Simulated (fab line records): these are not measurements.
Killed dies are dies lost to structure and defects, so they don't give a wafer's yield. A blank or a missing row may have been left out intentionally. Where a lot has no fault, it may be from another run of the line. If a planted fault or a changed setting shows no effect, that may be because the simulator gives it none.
A lot that was struck, set against a sound lot / flow sky130 / 16 steps out of a route of 708
Sound: these wafers, L538.1, L538.4, L538.5. Wafers L541.1, L541.3, L541.4 were the ones struck. At the end, the cause is stated.
At each step with rows: each side's tool, then ch and its chambers, then its first start. Under that, the readings that differ: sound wafers / struck wafers / difference of the means / sigmas: that difference in standard deviations of wafers without a fault.
alike: same words and numbers on both sides, and readings whose means sit less than 2 such deviations apart. not compared: any withheld reading, any reading some wafer has no value for, any bound like >300 that may hide the same value, and any number with overlapping values for which the record gives no deviation.
Wherever a step has rows on one side only, a row that says differs or no value, or a row with sigmas, the two part there. Numbers that don't overlap but have no deviation are shown without sigmas and don't part them. Lack of a reading on every wafer of one side parts them only where that side has two or more wafers.

first, 8 steps without rows for these wafers: SKY_METAL2_DEHYDRATE_07 (time 60 s); SKY_METAL2_HMDS_08 (prime time 60 s); SKY_METAL2_COAT_09 (resist thk 60 nm); SKY_METAL2_COAT_10 (resist thk 450 nm); SKY_METAL2_SOFTBAKE_11 (time 90 s); SKY_METAL2_EXPOSE_12 (exposes mask MM2, target cd 140 nm); SKY_METAL2_PEB_13; SKY_METAL2_DEVELOP_14 (develop time 60 s).
SKY_METAL2_CD_MEAS_15 targets a cd of 140 nm.
  sound on cd-sem-02 at day 37 14:55; struck on cd-sem-02 at day 38 11:49
  alike: cd-nm
SKY_METAL2_OVL_MEAS_16:
  sound on overlay-01 at day 37 15:02; struck on overlay-02 at day 38 11:56
  alike: METAL2_OVL
SKY_METAL2_DESCUM_17: chemistry O2, time 8 s.
  sound on rie-metal-03 ch 0,1, day 37 15:05; struck on rie-metal-02 ch 0,1, day 38 11:58
  alike: drypump-motor-current-A, oes-product-au
  not compared: rf-hours-counter-h
SKY_METAL2_ETCH_18: etches BARC in N2/H2, stops on SiO2, time 45.9 s, target depth 60 nm.
  sound on rie-metal-03 ch 0,1, day 37 15:07; struck on rie-metal-02 ch 0,1, day 38 11:59
  alike: drypump-motor-current-A, oes-product-au, throttle-valve-pct
  not compared: rf-hours-counter-h
SKY_METAL2_METAL_ETCH_19: etches the open film in Cl2/BCl3, stops on SiO2, target depth 360 nm, time 78 s.
  sound on rie-metal-03 ch 0,1, day 37 15:11; struck on rie-metal-02 ch 0,1, day 38 12:04
reading=oes-product-au (a.u.); sound=0.846 0.856 0.845; struck=0.757 0.754 0.761; difference=-0.092; sigmas=-14
reading=over-etch-frac; sound=0.3 0.3 0.3; struck=0.60506 0.60506 0.60506; difference=+0.30506; sigmas=
reading=model.KrF-thick_of_METAL2_COAT_10.thk-nm (nm); sound=157.9 162.2 162; struck=108 96.57 106.9; difference=-57; sigmas=
reading=model.METAL2.cd-nm (nm); sound=142.2 137.9 140.3; struck=135.7 134.5 134.7; difference=-5.2; sigmas=
reading=model.SiO2_of_VIA1_HDPCVD_00.thk-nm (nm); sound=330.3 330.1 331.1; struck=328 327.1 329.3; difference=-2; sigmas=
  alike: drypump-motor-current-A, mfc-cl2-sccm, throttle-valve-pct
  not compared: rf-hours-counter-h
SKY_METAL2_STRIP_20: strips in O2/N2.
  sound on plasma-asher-04 ch 0,1, day 37 15:16; struck on plasma-asher-03 ch 0,1, day 38 12:09
reading=oes-product-au (a.u.); sound=0.338 0.351 0.343; struck=0.313 0.319 0.318; difference=-0.027; sigmas=-6
reading=strip-time-to-endpoint-s (s); sound=2.67 2.74 2.73; struck=2.14 1.99 2.14; difference=-0.62; sigmas=-14
  alike: drypump-motor-current-A
  not compared: rf-hours-counter-h
then, 1 step without rows for these wafers: SKY_METAL2_STRIP_21 (strips in post etch residue remover, time 1200 s).
-- the record jumps here: 10 days lie between the struck wafers' starts before and after (it left off in module METAL2 and takes up again in module PAD_OPEN, whose first step shown is number 708 of the route) --
SKY_PAD_OPEN_PROBE_99:
  sound on prober-02 at day 47 22:58; struck on prober-01 at day 48 05:53
  alike: defect-limited-yield, killed_at_M0_to_M3, killed_at_M4_up, killed-at-contacts, killed-at-front-end, killed-at-other, killed-dies, killed-open, killed-short, sort_bin_3_pad_short, sort_bin_5_function, sort_bin_6_memory, sort-n-pass, sort-yield-pct
  not compared: model.etest.met2.width-nm, model.etest.met2.line-ohm-um

== WHERE THEY PART ==
First at SKY_METAL2_METAL_ETCH_19; last, within this record, at SKY_METAL2_STRIP_20. Later steps at which nothing parts them and some readings are alike: SKY_PAD_OPEN_PROBE_99.

WHY: what had been put in by the simulator
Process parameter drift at SKY_METAL2_METAL_ETCH_19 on rie-metal-02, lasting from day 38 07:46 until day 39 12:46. Setting over-etch-frac shifted by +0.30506 from 0.3. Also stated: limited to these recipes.
